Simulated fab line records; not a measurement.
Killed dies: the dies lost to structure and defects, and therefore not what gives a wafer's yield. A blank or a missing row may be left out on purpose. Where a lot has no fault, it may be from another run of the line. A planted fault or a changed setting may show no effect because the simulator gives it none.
Check for tools in common + flow gf180mcu + 36 wafers sampled across 12 lots

== REASON FOR OPENING ==
At GF_MVSD_TW_MEAS_11 the reading MVSD_TW is flagged on 1 of 12 lots. Wafers without a fault read 1568, standard deviation 15.
Rule: a lot is flagged in two cases, either no wafer of it has a number, or all its wafers with numbers fall more than 4 standard deviations from that mean. The other lots count as sound.

| lot  | measured     | on            | MVSD_TW, wafer by wafer | flag    |
|------|--------------|---------------|-------------------------|---------|
| L854 | day 4 22:22  | film metro-04 | 1579 1565 1572          |         |
| L855 | day 5 04:26  | film metro-01 | 1544 1537 1548          |         |
| L862 | day 6 22:04  | film metro-04 | 29 30 30                | FLAGGED |
| L865 | day 7 17:59  | film metro-04 | 1557 1562 1561          |         |
| L867 | day 8 03:52  | film metro-04 | 1572 1563 1562          |         |
| L868 | day 8 07:43  | film metro-04 | 1560 1561 1568          |         |
| L869 | day 8 13:17  | film metro-02 | 1579 1581 1583          |         |
| L870 | day 8 18:11  | film metro-04 | 1565 1562 1570          |         |
| L871 | day 9 04:37  | film metro-04 | 1564 1567 1572          |         |
| L872 | day 9 09:07  | film metro-02 | 1585 1586 1587          |         |
| L874 | day 9 18:37  | film metro-02 | 1582 1588 1583          |         |
| L875 | day 10 00:52 | film metro-02 | 1580 1580 1577          |         |
On average the flagged lots read 30, which is -1538 against the usual, or -99 or more standard deviations.

== EACH LOT AND THE TOOL IT RAN ON ==
The record keeps 1 process step preceding the reading, out of 602 steps on the route. Read each cell as the tool, then ch plus the chambers that the sampled wafers visited, then the start.
| lot  | flag    | GF_MVSD_EXPOSE_04                  |
|------|---------|------------------------------------|
| L854 |         | iline stepper-02 ch 0, day 4 14:59 |
| L855 |         | iline stepper-02 ch 0, day 4 21:35 |
| L862 | FLAGGED | iline stepper-01 ch 0, day 6 14:20 |
| L865 |         | iline stepper-02 ch 0, day 7 09:34 |
| L867 |         | iline stepper-02 ch 0, day 7 19:23 |
| L868 |         | iline stepper-01 ch 0, day 7 22:58 |
| L869 |         | iline stepper-01 ch 0, day 8 04:57 |
| L870 |         | iline stepper-02 ch 0, day 8 10:10 |
| L871 |         | iline stepper-02 ch 0, day 8 19:53 |
| L872 |         | iline stepper-01 ch 0, day 9 00:43 |
| L874 |         | iline stepper-02 ch 0, day 9 09:41 |
| L875 |         | iline stepper-02 ch 0, day 9 16:20 |
These steps, and what they do:
- GF_MVSD_EXPOSE_04: exposes mask MVSD, target cd 1000 nm.
- GF_MVSD_TW_MEAS_11

== FLAGGED OVER TOTAL, TOOL BY TOOL (the gauges that took the reading come last) ==
| step               | tool             | lots run | flagged | share of the flagged lots | sound lots run after its first flagged lot |
|--------------------|------------------|----------|---------|---------------------------|--------------------------------------------|
| GF_MVSD_EXPOSE_04  | iline stepper-01 | 4        | 1       | all                       | 3 (L868,L869,L872)                         |
| GF_MVSD_EXPOSE_04  | iline stepper-02 | 8        | 0       | none                      | -                                          |
| GF_MVSD_TW_MEAS_11 | film metro-01    | 1        | 0       | none                      | -                                          |
| GF_MVSD_TW_MEAS_11 | film metro-02    | 4        | 0       | none                      | -                                          |
| GF_MVSD_TW_MEAS_11 | film metro-04    | 7        | 1       | all                       | 5 (L865,L867,L868,L870,L871)               |

== WHAT IS ALLOWED BY THE TABLE ==
2 rows of the table ran every flagged lot: iline stepper-01 at GF_MVSD_EXPOSE_04, film metro-04 at GF_MVSD_TW_MEAS_11.
- iline stepper-01 at GF_MVSD_EXPOSE_04: 1 of its 4 lots flagged. Sound lots followed the first flagged one (L868, L869, L872) on it, something a lasting fault affecting the whole tool could not allow.
- film metro-04 at GF_MVSD_TW_MEAS_11: 1 of its 7 lots flagged. Sound lots followed the first flagged one (L865, L867, L868, L870, L871) on it, something a lasting fault affecting the whole tool could not allow.
Not one row of the table ran every flagged lot while running no sound lot after the first.

== WHAT THE SIMULATOR HAD PUT IN ==
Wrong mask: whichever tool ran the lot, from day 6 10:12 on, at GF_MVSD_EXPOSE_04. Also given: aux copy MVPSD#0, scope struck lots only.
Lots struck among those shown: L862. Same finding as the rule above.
